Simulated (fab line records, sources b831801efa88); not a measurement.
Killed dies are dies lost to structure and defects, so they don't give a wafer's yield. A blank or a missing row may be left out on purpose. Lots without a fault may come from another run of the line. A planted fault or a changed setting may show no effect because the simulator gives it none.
One fault seen from 2 desks | flow gf180mcu | each desk has only its own numbers; what lay behind them comes last

THE METROLOGY DESK
What the gauges read, lot by lot, whatever tool the lot ran on: means of the sampled wafers that have a number. A lot is out of limits, marked OUT, if its mean lies more than 4 standard deviations from the usual mean; the brackets give that distance.
Columns: A = M4_ALCU_THK at GF_M4_THK_MEAS_06, usual 453 nm; B = M4_OVL at GF_M4_OVL_MEAS_15, usual -2 nm; C = PASSIVATION_CVD_00_THK at GF_PASSIVATION_THK_MEAS_01, usual 995 nm
lot  | first seen here | A   | B   | C
L811 | day 23 11:18    | 450 | -6  | 1003
L812 | day 23 14:18    | 451 | 1   | 994
L815 | day 24 16:13    | 451 | -6  | 946
L816 | day 25 04:53    | 452 | -4  | 925 (-5.0) OUT
L823 | day 27 16:15    | 457 | 0   | 1001
L824 | day 27 22:34    | 452 | 1   | 1026
L825 | day 28 00:20    | 454 | 3   | 990
L826 | day 28 09:05    | 449 | -5  | 999
L828 | day 28 21:20    | 444 | -5  | 1005
L831 | day 29 16:14    | 459 | -10 | 996
L832 | day 29 19:05    | 452 | 1   | 996
This desk's finding: out of limits on L816; first on L816, day 30 12:07 (PASSIVATION_CVD_00_THK at GF_PASSIVATION_THK_MEAS_01). In limits: L811, L812, L815, L823, L824, L825, L826, L828, L831, L832.

THE TOOL OWNER'S DESK: pecvd-02
The tool's own readings at GF_PASSIVATION_CVD_00 (deposits SiO2 from TEOS, target thk 1000 nm, time 111.95 s): means of the sampled wafers that have a number, for each lot that ran on this tool. A lot is out of limits, marked OUT, if its mean lies more than 4 standard deviations from the usual mean; the brackets give that distance.
Columns: A = heater_power_w at GF_PASSIVATION_CVD_00, usual 674 W; B = susceptor_temp_C at GF_PASSIVATION_CVD_00, usual 400.03 C
lot  | first seen here | A   | B
L812 | day 29 05:22    | 668 | 399.94
L815 | day 29 23:55    | 576 | 400.08
L816 | day 30 12:01    | 673 | 400.06
L825 | day 32 20:23    | 689 | 399.95
L826 | day 33 03:52    | 689 | 400.12
L828 | day 33 14:22    | 610 | 399.95
L831 | day 34 06:43    | 571 | 399.92
L832 | day 34 09:19    | 565 | 400.15
This desk's finding: nothing out of limits on any of the 8 lots.

PUT TOGETHER
The metrology desk could have raised an alarm at day 30 12:07, on L816.
The tool owner's desk saw nothing out of limits.
The tool owner's desk has L816 on record, within its limits.
Of the lots named, all ran GF_PASSIVATION_CVD_00 on pecvd-02.

WHAT THE SIMULATOR HAD PUT IN
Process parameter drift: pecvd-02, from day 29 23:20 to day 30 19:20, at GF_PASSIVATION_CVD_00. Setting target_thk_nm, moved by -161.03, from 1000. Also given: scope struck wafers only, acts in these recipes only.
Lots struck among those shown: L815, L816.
Hours from the fault's start to each desk's first reading out of limits: the metrology desk, 13.
